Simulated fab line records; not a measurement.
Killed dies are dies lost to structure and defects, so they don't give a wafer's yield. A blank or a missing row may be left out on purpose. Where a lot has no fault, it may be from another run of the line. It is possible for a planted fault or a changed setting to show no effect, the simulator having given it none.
Which tool was responsible?    flow sky130    33 wafers from 11 lots sampled at 2 of the route's 708 steps

== WHAT THE GAUGES READ, wafer by wafer ==
SKY_SPACER_THK_MEAS_01.
lot   measured      on             SPACER_CVD_00_THK (nm)
L567  day 23 10:07  film metro-01  43.9 43.7 43.8
L573  day 25 19:46  film metro-04  82.7 83.2 82.6
L574  day 25 19:47  film metro-02  82.2 82.3 81.9
L575  day 25 22:02  film metro-04  82.2 81.9 81.8
L582  day 28 13:50  film metro-01  43.4 43.7 43.7
L583  day 28 22:19  film metro-01  43.5 43.3 43.4
L585  day 29 12:22  film metro-02  43.0 43.3 43.3
L586  day 29 14:49  film metro-04  42.9 42.6 42.9
L587  day 30 01:28  film metro-04  43.4 44.0 43.7
L588  day 30 11:19  film metro-04  43.1 43.9 43.5
L589  day 31 04:26  film metro-01  43.3 43.4 43.5

== TOOL THAT RAN EACH LOT (tool first, then ch and the chambers of the sampled wafers, then the start) ==
lot   SKY_SPACER_CVD_00
L567  lpcvd-02 ch 1, day 23 08:55
L573  lpcvd-02 ch 0, day 25 18:33
L574  lpcvd-02 ch 0, day 25 18:33
L575  lpcvd-02 ch 0, day 25 20:49
L582  lpcvd-02 ch 1, day 28 12:36
L583  lpcvd-02 ch 0, day 28 21:07
L585  lpcvd-02 ch 1, day 29 11:09
L586  lpcvd-02 ch 1, day 29 13:37
L587  lpcvd-02 ch 1, day 30 00:16
L588  lpcvd-02 ch 0, day 30 10:05
L589  lpcvd-02 ch 1, day 31 03:13
- SKY_SPACER_CVD_00: deposits Si3N4 from DCS/NH3, target thk 43.1 nm, time 740 s.

== THE ANSWER, worked out from the rows above alone ==
Rule: what is usual is taken from the lots themselves. The widest of any qualifying gaps counts: lots, ordered by their means at a reading, are off when they make up no more than a third of the lots, leave a main group of 4 or more, and stand apart from it by 3 or more times the standard deviation of that group's means. If all means in a main group match to the digits the tables above print for the reading, that group is not used. Also off: a lot with no number at a reading for which 4 or more lots have one. The other lots that the step has rows for count as sound.
Off: L573, L574, L575, seen at SKY_SPACER_THK_MEAS_01 (SPACER_CVD_00_THK). Mean 43.4 nm and standard deviation 0.29 in the main group.
If a tool, at a process step before that reading, ran all the lots that are off and no sound lot after the first of them, it fits. Those tools and the gauges at SKY_SPACER_THK_MEAS_01 are tried in the same way. None of those tried fits.

== WHAT THE SIMULATOR PUT IN ==
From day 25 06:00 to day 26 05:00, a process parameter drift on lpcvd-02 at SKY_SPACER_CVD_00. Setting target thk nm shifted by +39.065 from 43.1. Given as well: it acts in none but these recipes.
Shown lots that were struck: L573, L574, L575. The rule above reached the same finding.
